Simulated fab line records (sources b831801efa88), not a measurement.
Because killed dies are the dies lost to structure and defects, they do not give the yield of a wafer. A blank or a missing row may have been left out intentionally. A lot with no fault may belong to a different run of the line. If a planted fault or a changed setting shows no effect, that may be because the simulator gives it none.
fab line records -- flow sfqLine
record: lots: 15, wafers: 45, lastDay: 100
route steps=325 shown L0V@26 I0@43 M1@68 I1@86
lots that met no fault: from a run of the same line without faults
startH: start of the lot's first displayed wafer, in hours after the record's first day -- waitH: hours since the lot's step before -- " unchanged from the row above -- L1.1+2: a single row standing in for several wafers -- - no value, or no start given -- * or withheld: withheld -- < > ~ a bound
route shown NAME@n: NAME is a module with steps in the file, n the number in the route of the first one -- usual: mean/standard deviation of fault-free wafers -- same: alike in all rows -- chamber/n: place in a boat -- sites: the reading at each site -- _std_site: how widely they spread, as a standard deviation -- _edge_site: inner sites' mean taken away from outer sites' mean -- radiusMm: for every site, how far away it sits from the centre of the wafer -- mask NAME#n: copy n -- behind: tool/chamber where the wafer was last shaped -- hold: cause of the lot's hold/its duration in hours/its outcome -- device: which transistor (n, p or np) failed to switch -- end of line: the route-end tests of the same wafers -- a step with no rows: only its recipe -- killed: not the wafer's yield, but the dies lost to structure and defects at the first sort -- map: per-die view of a wafer (x killed, . not killed, _ where there is no die)
set.NAME: the setting as run; set.NAME@STEP: as run at that earlier step -- model.NAME: the simulator's own value behind a step, which no gauge read
one table for each step of the route and one row for each wafer, over a sample of lots
services: from which hour (startH, from the record's first day; less than 0 if before it) a tool's chamber was out of use, for how many hours, and why
== steps ==
step: SFQ_TRILAYER_L0_VIA_STRIP_STRIP_017
recipe: gas: O2, powerW: 200, platenTempC: 40, overashFraction: 0.65, chemistry: O2, pressureMtorr: 50
usual: drypumpMotorCurrentA: 6.0/0.43, oesProductAu: 1.000/0.0084, platenTempC: 40.00/0.11
lot.wafer,tool,chamber,startH,waitH,drypumpMotorCurrentA,oesProductAu,platenTempC,rfHoursCounterH
L831.1,rieMetal-02,0,175.28,-,5.6,1.009,39.87,45
L831.2,rieMetal-02,1,175.28,-,6.3,0.996,40.04,91
L831.3,rieMetal-02,1,175.28,-,6.4,0.998,39.90,-
L832.1,rieMetal-04,1,186.32,-,6.1,1.009,40.13,147
L832.3,rieMetal-04,0,186.32,-,6.7,1.003,40.08,-
L832.5,rieMetal-04,0,186.32,-,6.7,1.003,39.92,-
L833.2,rieMetal-02,1,191.12,-,6.4,0.982,39.83,95
L833.4,rieMetal-02,1,191.12,-,6.4,0.987,40.07,-
L833.6,rieMetal-02,0,191.12,-,5.6,0.997,40.19,-
L835.2,rieMetal-01,0,206.72,-,5.8,1.010,39.97,168
L835.4,rieMetal-01,1,206.72,-,5.5,0.989,40.07,-
L835.6,rieMetal-01,0,206.72,-,5.8,1.008,39.81,-
L837.1,rieMetal-01,1,229.52,-,5.5,0.994,39.83,100
L837.4,rieMetal-01,0,229.52,-,5.8,1.004,40.07,-
L837.5,rieMetal-01,0,229.52,-,5.8,1.011,40.13,-
L838.1,rieMetal-04,0,235.52,-,6.7,1.003,40.23,91
L838.3,rieMetal-04,0,235.52,-,6.7,1.003,40.03,-
L838.5,rieMetal-04,0,235.52,-,6.7,0.999,40.16,-
L839.1,rieMetal-04,1,240.32,-,6.1,0.998,40.00,154
L839.2,rieMetal-04,0,240.32,-,6.7,1.016,39.95,92
L839.4,rieMetal-04,0,240.32,-,6.7,1.005,39.82,-
L840.3,rieMetal-01,1,245.32,-,5.5,0.999,39.96,-
L840.4,rieMetal-01,0,245.32,-,5.9,1.011,39.99,-
L840.6,rieMetal-01,1,245.32,-,5.5,0.995,39.85,-
L841.1,rieMetal-01,0,253.52,-,5.9,1.007,40.02,174
L841.3,rieMetal-01,0,253.52,-,5.8,1.008,39.99,-
L841.5,rieMetal-01,0,253.52,-,5.9,1.012,40.30,-
L843.1,rieMetal-01,0,264.41,-,5.8,1.019,39.99,175
L843.3,rieMetal-01,0,264.41,-,5.8,1.004,39.98,-
L843.5,rieMetal-01,1,264.41,-,5.5,0.984,39.85,-
L848.1,rieMetal-02,0,301.96,-,5.6,1.014,40.00,62
L848.4,rieMetal-02,0,301.96,-,5.7,0.996,40.17,-
L848.6,rieMetal-02,1,301.96,-,6.3,0.979,39.91,-
L850.3,rieMetal-01,1,322.89,-,5.5,1.002,39.86,-
L850.4,rieMetal-01,1,322.89,-,5.5,1.004,40.02,-
L850.6,rieMetal-01,1,322.89,-,5.5,0.993,39.98,-
L851.3,rieMetal-04,1,328.11,-,6.1,1.003,40.09,-
L851.4,rieMetal-04,0,328.11,-,6.7,0.992,40.04,-
L851.6,rieMetal-04,0,328.11,-,6.7,1.005,39.93,-
L852.2,rieMetal-04,1,336.31,-,6.1,1.007,39.81,166
L852.3,rieMetal-04,1,336.31,-,6.1,1.006,39.98,-
L852.4,rieMetal-04,0,336.31,-,6.7,1.003,39.98,-
L854.1,rieMetal-01,0,351.07,-,5.9,1.010,40.21,3
L854.3,rieMetal-01,1,351.07,-,5.5,0.990,39.82,-
L854.6,rieMetal-01,0,351.07,-,5.9,1.013,39.97,-
step: SFQ_TRILAYER_I0_DEP_PECVD_027
recipe: material: SiO2, tempC: 150, timeS: 111.11, pressureTorr: 2.4, rfW: 183.3, precursor: SiH4/N2O, targetThkNm: 500
usual: heaterPowerW: 84/13, runLengthS: 139.0/0.55, throttleValvePct: 24.8/1
lot.wafer,tool,chamber,startH,waitH,heaterPowerW,runLengthS,throttleValvePct
L831.1,pecvd-02,2,286.04,0.0,91,139.1,26.1
L831.2,pecvd-02,1,286.04,0.0,66,139.3,25.3
L831.3,pecvd-02,0,286.04,0.0,66,138.2,24.8
L832.1,pecvd-03,1,299.24,0.0,85,139.8,22.7
L832.3,pecvd-03,2,299.24,0.0,100,138.2,24.1
L832.5,pecvd-03,0,299.24,0.0,84,138.7,24.3
L833.2,pecvd-02,0,308.84,0.0,60,138.2,25.0
L833.4,pecvd-02,0,308.84,0.0,64,138.2,25.0
L833.6,pecvd-02,2,308.84,0.0,97,138.5,25.6
L835.2,pecvd-03,1,333.76,0.0,73,139.8,22.8
L835.4,pecvd-03,0,333.76,0.0,86,138.7,24.5
L835.6,pecvd-03,2,333.76,0.0,96,138.3,24.7
L837.1,pecvd-04,2,356.01,0.0,83,138.8,23.5
L837.4,pecvd-04,0,356.01,0.0,97,139.6,25.9
L837.5,pecvd-04,1,356.01,0.0,81,139.1,25.4
L838.1,pecvd-03,0,361.54,0.0,91,139.4,24.4
L838.3,pecvd-03,2,361.54,0.0,94,138.2,24.8
L838.5,pecvd-03,1,361.54,0.0,87,140.0,22.8
L839.1,pecvd-03,1,366.34,0.0,75,139.6,23.0
L839.2,pecvd-03,0,366.34,0.0,86,138.8,24.7
L839.4,pecvd-03,2,366.34,0.0,86,138.4,24.5
L840.3,pecvd-03,0,373.64,0.0,86,131.7,24.8
L840.4,pecvd-03,2,373.64,0.0,81,130.7,25.1
L840.6,pecvd-03,0,373.64,0.0,90,131.1,24.8
L841.1,pecvd-03,0,382.06,0.0,102,131.3,24.5
L841.3,pecvd-03,1,382.06,0.0,79,132.0,22.6
L841.5,pecvd-03,2,382.06,0.0,82,131.3,24.9
L843.1,pecvd-03,0,390.48,0.0,89,131.1,24.6
L843.3,pecvd-03,1,390.48,0.0,77,131.9,22.6
L843.5,pecvd-03,2,390.48,0.0,101,130.9,24.7
L848.1,pecvd-04,2,422.97,0.0,89,138.9,23.4
L848.4,pecvd-04,1,422.97,0.0,76,138.5,25.9
L848.6,pecvd-04,2,422.97,0.0,90,138.8,23.4
L850.3,pecvd-02,1,437.49,0.0,59,139.3,25.8
L850.4,pecvd-02,0,437.49,0.0,65,138.7,25.1
L850.6,pecvd-02,2,437.49,0.0,94,138.4,25.9
L851.3,pecvd-03,2,443.08,0.0,101,138.3,24.9
L851.4,pecvd-03,1,443.08,0.0,71,139.5,23.4
L851.6,pecvd-03,0,443.08,0.0,84,138.7,25.1
L852.2,pecvd-04,2,448.72,0.0,98,138.5,23.6
L852.3,pecvd-04,1,448.72,0.0,73,138.6,26.0
L852.4,pecvd-04,1,448.72,0.0,75,138.4,25.9
L854.1,pecvd-02,1,473.40,0.0,59,139.7,25.7
L854.3,pecvd-02,2,473.40,0.0,87,138.9,25.9
L854.6,pecvd-02,0,473.40,0.0,65,138.4,24.9
step: SFQ_TRILAYER_I0_CMP_CMP_028
recipe: material: SiO2, downForcePsi: 3, platenRpm: 60, padVelocityMS: 0.94248
usual: motorCurrentA: 10.5/0.75, slurryFlowMlMin: 150.0/0.48, timeToEndpointS: 215/7.4
lot.wafer,tool,chamber,startH,waitH,motorCurrentA,slurryFlowMlMin,timeToEndpointS
L831.3,cmp-02,3,286.61,0.5,11.0,149.6,222
L831.2,cmp-02,0,286.61,0.5,10.7,149.2,219
L831.1,cmp-02,1,286.61,0.5,11.2,149.9,212
L832.1,cmp-02,2,299.31,0.0,10.3,149.9,221
L832.3,cmp-02,3,299.31,0.0,11.0,150.2,225
L832.5,cmp-02,2,301.31,2.0,11.0,149.7,220
L833.2,cmp-01,1,309.91,1.0,11.5,149.6,218
L833.4,cmp-01,2,309.91,1.0,9.4,149.4,227
L833.6,cmp-01,3,309.91,1.0,10.7,149.8,211
L835.4,cmp-02,3,333.84,0.0,11.1,150.2,219
L835.2,cmp-02,0,333.84,0.0,10.3,150.8,219
L835.6,cmp-02,0,336.34,2.5,10.8,149.8,219
L837.1,cmp-01,2,356.09,0.0,8.6,150.9,219
L837.4,cmp-01,1,357.59,1.5,11.1,149.8,229
L837.5,cmp-01,2,357.59,1.5,9.4,150.9,221
L838.3,cmp-02,0,361.62,0.0,10.0,149.6,223
L838.1,cmp-02,3,363.12,1.5,11.6,149.9,208
L838.5,cmp-02,1,364.12,2.5,12.0,150.5,204
L839.4,cmp-01,3,366.42,0.0,10.1,149.4,206
L839.2,cmp-01,1,367.42,1.0,12.2,149.6,196
L839.1,cmp-01,2,367.42,1.0,8.7,149.8,194
L840.4,cmp-02,2,374.72,1.0,10.2,149.6,190
L840.3,cmp-02,3,374.72,1.0,11.3,149.7,181
L840.6,cmp-02,1,376.22,2.5,10.6,150.0,185
L841.1,cmp-01,3,382.64,0.5,10.0,149.5,175
L841.3,cmp-01,0,382.64,0.5,9.9,150.6,188
L841.5,cmp-01,3,384.64,2.5,10.2,150.3,189
L843.1,cmp-02,0,391.06,0.5,10.9,148.8,188
L843.3,cmp-02,2,392.06,1.5,10.1,150.0,178
L843.5,cmp-02,0,393.06,2.5,10.1,149.3,210
L848.4,cmp-01,1,423.05,0.0,11.3,149.8,225
L848.1,cmp-01,2,423.05,0.0,9.3,149.3,212
L848.6,cmp-01,1,425.05,2.0,11.0,150.5,223
L850.3,cmp-01,3,438.71,1.2,10.7,149.8,217
L850.4,cmp-01,2,440.21,2.6,9.3,151.2,218
L850.6,cmp-01,0,441.21,3.6,9.6,149.5,230
L851.3,cmp-02,2,444.16,1.0,10.4,150.7,219
L851.4,cmp-02,3,444.16,1.0,11.6,149.4,220
L851.6,cmp-02,0,444.16,1.0,10.7,150.6,230
L852.3,cmp-01,0,450.62,1.9,9.9,150.6,220
L852.4,cmp-01,2,451.62,2.8,9.3,150.6,219
L852.2,cmp-01,3,451.62,2.8,10.8,149.5,202
L854.3,cmp-01,2,473.98,0.5,9.0,150.4,218
L854.1,cmp-01,3,473.98,0.5,10.0,149.4,203
L854.6,cmp-01,2,475.98,2.5,9.1,149.8,215
step: SFQ_M1_OVL_MEAS_911
usual: M1_OVL: 2/4.5
lot.wafer,tool,chamber,startH,waitH,M1_OVL[nm]
L831.1,overlay-01,-,552.57,0.1,4
L831.2,overlay-01,-,552.57,0.1,7
L831.3,overlay-01,-,552.57,0.1,9
L832.1,overlay-01,-,584.02,0.1,5
L832.3,overlay-01,-,584.02,0.1,8
L832.5,overlay-01,-,584.02,0.1,8
L833.2,overlay-02,-,588.83,0.1,-3
L833.4,overlay-02,-,588.83,0.1,-2
L833.6,overlay-02,-,588.83,0.1,-2
L835.2,overlay-02,-,604.72,0.1,-2
L835.4,overlay-02,-,604.72,0.1,6
L835.6,overlay-02,-,604.72,0.1,-3
L837.1,overlay-01,-,649.76,0.1,-1
L837.4,overlay-01,-,649.76,0.1,2
L837.5,overlay-01,-,649.76,0.1,3
L838.1,overlay-02,-,655.76,0.1,3
L838.3,overlay-02,-,655.76,0.1,2
L838.5,overlay-02,-,655.76,0.1,-4
L839.1,overlay-01,-,665.36,0.1,6
L839.2,overlay-01,-,665.36,0.1,6
L839.4,overlay-01,-,665.36,0.1,4
L840.3,overlay-02,-,677.38,0.1,13
L840.4,overlay-02,-,677.38,0.1,8
L840.6,overlay-02,-,677.38,0.1,10
L841.1,overlay-01,-,689.36,0.1,-3
L841.3,overlay-01,-,689.36,0.1,2
L841.5,overlay-01,-,689.36,0.1,4
L843.1,overlay-01,-,701.36,0.1,5
L843.3,overlay-01,-,701.36,0.1,3
L843.5,overlay-01,-,701.36,0.1,-1
L848.1,overlay-02,-,751.76,0.1,0
L848.4,overlay-02,-,751.76,0.1,5
L848.6,overlay-02,-,751.76,0.1,4
L850.3,overlay-01,-,766.52,0.1,-6
L850.4,overlay-01,-,766.52,0.1,-3
L850.6,overlay-01,-,766.52,0.1,-4
L851.3,overlay-01,-,772.78,0.1,0
L851.4,overlay-01,-,772.78,0.1,3
L851.6,overlay-01,-,772.78,0.1,5
L852.2,overlay-01,-,778.90,0.1,0
L852.3,overlay-01,-,778.90,0.1,0
L852.4,overlay-01,-,778.90,0.1,0
L854.1,overlay-02,-,797.64,0.1,-2
L854.3,overlay-02,-,797.64,0.1,4
L854.6,overlay-02,-,797.64,0.1,-4
step: SFQ_TRILAYER_I1_VIA_STRIP_STRIP_053
recipe: gas: O2, powerW: 200, platenTempC: 40, overashFraction: 0.65, chemistry: O2, pressureMtorr: 50
usual: drypumpMotorCurrentA: 6.0/0.42, oesProductAu: 1.004/0.0075, platenTempC: 40.00/0.11
lot.wafer,tool,chamber,startH,waitH,drypumpMotorCurrentA,oesProductAu,platenTempC,rfHoursCounterH
L831.1,rieMetal-04,0,718.35,-,6.7,0.992,40.09,11
L831.2,rieMetal-04,1,718.35,-,6.1,1.008,39.95,51
L831.3,rieMetal-04,0,718.35,-,6.7,1.000,40.18,-
L832.1,rieMetal-01,0,754.35,-,5.8,1.012,40.01,60
L832.3,rieMetal-01,1,754.35,-,5.5,1.007,40.11,-
L832.5,rieMetal-01,0,754.35,-,5.8,1.002,40.10,-
L833.2,rieMetal-02,0,764.29,-,5.6,1.001,40.09,123
L833.4,rieMetal-02,0,764.29,-,5.6,0.999,39.94,-
L833.6,rieMetal-02,1,764.29,-,6.4,1.010,39.86,-
L835.2,rieMetal-04,1,776.55,-,6.1,0.991,39.84,58
L835.4,rieMetal-04,1,776.55,-,6.1,1.000,40.03,-
L835.6,rieMetal-04,1,776.55,-,6.1,0.989,40.08,-
L837.1,rieMetal-01,0,811.03,-,5.8,0.995,39.81,69
L837.4,rieMetal-01,1,811.03,-,5.5,0.990,40.04,-
L837.5,rieMetal-01,1,811.03,-,5.5,0.995,39.98,-
L838.1,rieMetal-04,0,819.43,-,6.7,1.005,39.98,25
L838.3,rieMetal-04,1,819.43,-,6.1,1.001,39.88,-
L838.5,rieMetal-04,0,819.43,-,6.7,1.002,40.01,-
L839.1,rieMetal-02,0,832.48,-,5.6,1.002,40.15,132
L839.2,rieMetal-02,1,832.48,-,6.4,1.005,40.04,32
L839.4,rieMetal-02,0,832.48,-,5.6,1.008,40.14,-
L840.3,rieMetal-01,1,843.48,-,5.5,0.999,40.01,-
L840.4,rieMetal-01,0,843.48,-,5.8,1.012,40.21,-
L840.6,rieMetal-01,1,843.48,-,5.5,0.999,39.96,-
L841.1,rieMetal-02,1,860.08,-,6.4,1.013,39.90,36
L841.3,rieMetal-02,1,860.08,-,6.3,1.008,39.91,-
L841.5,rieMetal-02,1,860.08,-,6.3,1.015,39.98,-
L843.1,rieMetal-02,0,874.48,-,5.6,1.007,39.88,1
L843.3,rieMetal-02,1,874.48,-,6.4,1.002,40.02,-
L843.5,rieMetal-02,1,874.48,-,6.4,1.002,40.11,-
L848.1,rieMetal-01,0,905.68,-,5.9,0.990,40.07,79
L848.4,rieMetal-01,1,905.68,-,5.5,0.997,39.98,-
L848.6,rieMetal-01,0,905.68,-,5.9,1.001,39.95,-
L850.3,rieMetal-04,0,922.80,-,6.7,0.997,39.73,-
L850.4,rieMetal-04,1,922.80,-,6.1,1.000,39.89,-
L850.6,rieMetal-04,1,922.80,-,6.1,1.009,39.98,-
L851.3,rieMetal-04,1,927.60,-,6.1,0.997,40.08,-
L851.4,rieMetal-04,0,927.60,-,6.7,1.001,39.99,-
L851.6,rieMetal-04,1,927.60,-,6.1,1.014,39.95,-
L852.2,rieMetal-01,0,932.20,-,5.8,1.012,39.91,82
L852.3,rieMetal-01,0,932.20,-,5.8,1.003,40.09,-
L852.4,rieMetal-01,1,932.20,-,5.5,1.007,40.01,-
L854.1,rieMetal-02,1,976.37,-,6.4,1.018,39.93,50
L854.3,rieMetal-02,0,976.37,-,5.6,1.006,40.09,-
L854.6,rieMetal-02,0,976.37,-,5.6,0.999,40.10,-
== services ==
tool,chamber,startH,hours,kind
cmp-01,-,152.24,2.5,repair
rieMetal-04,-,165.06,14.6,pm
rieMetal-01,1,170.31,9.6,repair
rieMetal-04,0,226.20,9.0,repair
rieMetal-04,1,233.73,3.3,repair
rieMetal-04,-,236.72,2.8,pm
pecvd-03,-,253.47,0.6,repair
pecvd-03,-,257.50,6.6,repair
cmp-01,-,260.63,0.5,repair
cmp-01,-,261.53,0.3,repair
rieMetal-04,1,268.63,4.9,repair
rieMetal-01,-,272.62,0.4,repair
rieMetal-04,-,301.20,1.9,repair
rieMetal-01,1,344.41,2.4,repair
rieMetal-01,-,352.93,2.8,pm
rieMetal-04,1,449.75,16.4,repair
rieMetal-04,-,516.01,0.2,repair
rieMetal-04,1,550.33,1.0,repair
rieMetal-01,-,629.14,0.4,repair
rieMetal-04,-,643.40,0.5,repair
rieMetal-01,0,651.66,2.6,repair
rieMetal-01,-,676.90,2.6,repair
rieMetal-01,0,693.33,2.5,repair
rieMetal-04,-,923.56,1.4,pm
== key ==
firstSign: step: SFQ_TRILAYER_I0_DEP_PECVD_027, reading: runLengthS, direction: down, sigmas: 14, usual: *, struck: *
effect: step: SFQ_TRILAYER_I0_CMP_CMP_028, reading: timeToEndpointS, direction: down, sigmas: 3.8, usual: *, struck: *
metAt SFQ_TRILAYER_I0_DEP_PECVD_027
struckLots L840,L841,L843
notActingAt SFQ_TRILAYER_L0_VIA_STRIP_STRIP_017,SFQ_M1_OVL_MEAS_911,SFQ_TRILAYER_I1_VIA_STRIP_STRIP_053
onsetBetween 366.34 373.64
fault: kind: processParameterDrift, tool: pecvd-03, chamber: -, onsetH: 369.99, steps: SFQ_TRILAYER_I0_DEP_PECVD_027, channel: timeS, offset: *, shape: step, endH: 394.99, actsIn: *, stated: *
